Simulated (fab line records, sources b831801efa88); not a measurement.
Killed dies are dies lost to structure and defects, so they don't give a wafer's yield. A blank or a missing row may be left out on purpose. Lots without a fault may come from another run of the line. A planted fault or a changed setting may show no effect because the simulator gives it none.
Which tool did it? | flow gf180mcu | 13 lots, 39 wafers sampled, at 6 steps of a route of 602

WHAT THE GAUGES READ, wafer by wafer
GF_CONTACT_THK_MEAS_03.
lot  | measured     | on            | CONTACT_CVD_02_THK (nm)
L302 | day 15 01:40 | film_metro-03 | 869 883 882
L305 | day 16 04:37 | film_metro-04 | 852 851 854
L309 | day 17 18:38 | film_metro-01 | 1130 851 865
L314 | day 19 11:11 | film_metro-01 | 855 841 1144
L315 | day 20 00:13 | film_metro-03 | 863 884 878
L317 | day 20 18:21 | film_metro-01 | 873 877 871
L318 | day 20 23:43 | film_metro-03 | 861 889 890
L319 | day 21 09:04 | film_metro-01 | 860 847 881
L320 | day 21 16:40 | film_metro-03 | 836 838 845
L321 | day 21 23:17 | film_metro-01 | 853 884 868
L322 | day 22 08:17 | film_metro-03 | 841 846 852
L323 | day 22 16:16 | film_metro-03 | 830 830 847
L325 | day 23 10:42 | film_metro-03 | 858 836 849

GF_V2_THK_MEAS_25: measures by xrf.
lot  | measured     | on            | V2_W_THK (nm)
L302 | day 20 05:44 | film_metro-01 | 361 364 359
L305 | day 21 11:11 | film_metro-01 | 354 355 353
L309 | day 23 01:19 | film_metro-04 | 348 355 343
L314 | day 24 15:22 | film_metro-03 | 362 356 356
L315 | day 25 01:45 | film_metro-04 | 354 348 346
L317 | day 25 19:05 | film_metro-04 | 354 346 353
L318 | day 25 22:10 | film_metro-01 | 353 354 354
L319 | day 26 08:05 | film_metro-01 | 351 357 358
L320 | day 26 14:56 | film_metro-03 | 356 363 352
L321 | day 26 19:10 | film_metro-01 | 359 364 367
L322 | day 27 04:00 | film_metro-03 | 352 358 355
L323 | day 27 11:16 | film_metro-03 | 355 350 357
L325 | day 28 02:57 | film_metro-04 | 351 355 354

WHICH TOOL RAN EACH LOT (tool, then ch and the chambers of the sampled wafers, then the start)
lot  | GF_SALICIDE_SPUTTER_03       | GF_CONTACT_CVD_02               | GF_CONTACT_CMP_04             | GF_V2_CVD_02
L302 | pvd_sputter-01, day 15 00:59 | pecvd-01 ch 0,1,2, day 15 01:35 | cmp-02 ch 0,2, day 15 01:43   | pecvd-02 ch 1,2, day 19 03:24
L305 | pvd_sputter-03, day 16 03:56 | pecvd-04 ch 0,1,2, day 16 04:32 | cmp-02 ch 0,3, day 16 04:40   | pecvd-04 ch 1,2, day 20 10:01
L309 | pvd_sputter-01, day 17 17:58 | pecvd-04 ch 0,1,2, day 17 18:34 | cmp-02 ch 0,2, day 17 18:45   | pecvd-03 ch 1,2, day 22 00:43
L314 | pvd_sputter-02, day 19 10:31 | pecvd-04 ch 0,1,2, day 19 11:07 | cmp-01 ch 0,1,2, day 19 11:17 | pecvd-04 ch 0,1,2, day 23 15:26
L315 | pvd_sputter-03, day 19 23:31 | pecvd-01 ch 0,2, day 20 00:07   | cmp-02 ch 0,1,2, day 20 00:21 | pecvd-03 ch 0,1,2, day 24 01:48
L317 | pvd_sputter-01, day 20 17:41 | pecvd-01 ch 0,1,2, day 20 18:17 | cmp-02 ch 0,2,3, day 20 18:25 | pecvd-03 ch 0,1,2, day 24 20:23
L318 | pvd_sputter-02, day 20 23:02 | pecvd-01 ch 0,1,2, day 20 23:38 | cmp-02 ch 2,3, day 20 23:49   | pecvd-02 ch 0,1,2, day 24 23:26
L319 | pvd_sputter-01, day 21 08:24 | pecvd-03 ch 0,2, day 21 09:00   | cmp-01 ch 1,2,3, day 21 09:14 | pecvd-04 ch 1,2, day 25 09:05
L320 | pvd_sputter-03, day 21 15:55 | pecvd-04 ch 0,2, day 21 16:33   | cmp-01 ch 0,1,2, day 21 16:49 | pecvd-02 ch 1,2, day 25 16:19
L321 | pvd_sputter-02, day 21 22:31 | pecvd-01 ch 0,2, day 21 23:13   | cmp-02 ch 0,3, day 21 23:20   | pecvd-04 ch 0,1,2, day 25 20:32
L322 | pvd_sputter-02, day 22 07:31 | pecvd-04 ch 0,1,2, day 22 08:13 | cmp-02 ch 0,1,3, day 22 08:21 | pecvd-03 ch 0,1,2, day 26 05:53
L323 | pvd_sputter-02, day 22 15:34 | pecvd-03 ch 0,1, day 22 16:11   | cmp-02 ch 0,2,3, day 22 16:25 | pecvd-02 ch 1,2, day 26 13:08
L325 | pvd_sputter-03, day 23 10:01 | pecvd-03 ch 0,2, day 23 10:38   | cmp-02 ch 0,1,3, day 23 10:49 | pecvd-04 ch 0,2, day 27 05:55
- GF_SALICIDE_SPUTTER_03: material TiN, target thk 20 nm, time 16.7 s.
- GF_CONTACT_CVD_02: deposits SiO2 from TEOS, target thk 860 nm, time 95.992 s.
- GF_CONTACT_CMP_04: polishes SiO2.
- GF_V2_CVD_02: deposits SiO2 from TEOS, target thk 850 nm, time 94.851 s.

WHAT THE TOOLS THEMSELVES READ (means of the sampled wafers that have a number; where no wafer has one, the mark that the record gives instead)
GF_SALICIDE_SPUTTER_03.
lot  | tool           | throttle_valve_pct (%)
L302 | pvd_sputter-01 | 29.2
L305 | pvd_sputter-03 | 30.3
L309 | pvd_sputter-01 | 29.1
L314 | pvd_sputter-02 | 29.3
L315 | pvd_sputter-03 | 30.3
L317 | pvd_sputter-01 | 29.7
L318 | pvd_sputter-02 | 29.4
L319 | pvd_sputter-01 | 29.4
L320 | pvd_sputter-03 | 30.6
L321 | pvd_sputter-02 | 28.3
L322 | pvd_sputter-02 | 29.4
L323 | pvd_sputter-02 | 28.5
L325 | pvd_sputter-03 | 30.0

GF_CONTACT_CVD_02.
lot  | tool     | heater_power_w (W) | rf_fwd_power_W (W)
L302 | pecvd-01 | 654                | 596.1
L305 | pecvd-04 | 707                | 595.9
L309 | pecvd-04 | 759                | 598.2
L314 | pecvd-04 | 730                | 597.2
L315 | pecvd-01 | 643                | 596.3
L317 | pecvd-01 | 704                | 596.3
L318 | pecvd-01 | 670                | 594.7
L319 | pecvd-03 | 640                | 596.6
L320 | pecvd-04 | 809                | 596.3
L321 | pecvd-01 | 619                | 596.7
L322 | pecvd-04 | 739                | 596.1
L323 | pecvd-03 | 673                | 597.0
L325 | pecvd-03 | 617                | 596.7

GF_CONTACT_CMP_04.
lot  | tool   | motor_current_A (A) | slurry_flow_ml_min | time_to_endpoint_s (s)
L302 | cmp-02 | 12.2                | 149.9              | 115
L305 | cmp-02 | 12.8                | 150.1              | 113
L309 | cmp-02 | 11.8                | 150.1              | 146
L314 | cmp-01 | 11.7                | 149.9              | 139
L315 | cmp-02 | 12.5                | 149.7              | 118
L317 | cmp-02 | 12.9                | 149.9              | 122
L318 | cmp-02 | 12.7                | 149.9              | 123
L319 | cmp-01 | 11.5                | 149.8              | 106
L320 | cmp-01 | 11.5                | 149.7              | 100
L321 | cmp-02 | 14.2                | 149.8              | 119
L322 | cmp-02 | 13.6                | 150.2              | 112
L323 | cmp-02 | 13.1                | 149.8              | 104
L325 | cmp-02 | 13.8                | 150.2              | 108

GF_V2_CVD_02.
lot  | tool     | heater_power_w (W) | rf_fwd_power_W (W)
L302 | pecvd-02 | 616                | 593.3
L305 | pecvd-04 | 686                | 599.1
L309 | pecvd-03 | 648                | 596.0
L314 | pecvd-04 | 694                | 597.4
L315 | pecvd-03 | 610                | 598.3
L317 | pecvd-03 | 632                | 596.2
L318 | pecvd-02 | 618                | 595.5
L319 | pecvd-04 | 769                | 594.3
L320 | pecvd-02 | 585                | 595.8
L321 | pecvd-04 | 712                | 595.6
L322 | pecvd-03 | 661                | 595.2
L323 | pecvd-02 | 631                | 595.3
L325 | pecvd-04 | 787                | 595.8

THE ANSWER, worked out from the rows above alone
Rule: what is usual is taken from the lots themselves. Put in order of their means at a reading, lots are off if they are a third of the lots or fewer, leave a main group of 4 or more, and stand apart from it by a gap of 3 or more times the standard deviation of the main group's means; of several such gaps the widest counts. A main group whose means are all the same, to the digits that the tables above print for the reading, isn't used. A lot without any number at a reading at which 4 lots or more have one is off too. The other lots that the step has rows for count as sound. The gauges are gone through in route order, then the tools' own readings, and for those a lot's mean is taken as printed above. The first step at which some lot is off is used, and at that step the reading that is off furthest; a lot without a number counts as furthest.
Off: L309, L314, at GF_CONTACT_THK_MEAS_03 (CONTACT_CVD_02_THK). The main group: mean 860 nm, standard deviation 15.
A tool fits if, at a process step before that reading, it ran every lot that is off, and no sound lot after the first of them. The gauges at GF_CONTACT_THK_MEAS_03 are tried like those tools. None of those tried fits.

WHAT THE SIMULATOR HAD PUT IN
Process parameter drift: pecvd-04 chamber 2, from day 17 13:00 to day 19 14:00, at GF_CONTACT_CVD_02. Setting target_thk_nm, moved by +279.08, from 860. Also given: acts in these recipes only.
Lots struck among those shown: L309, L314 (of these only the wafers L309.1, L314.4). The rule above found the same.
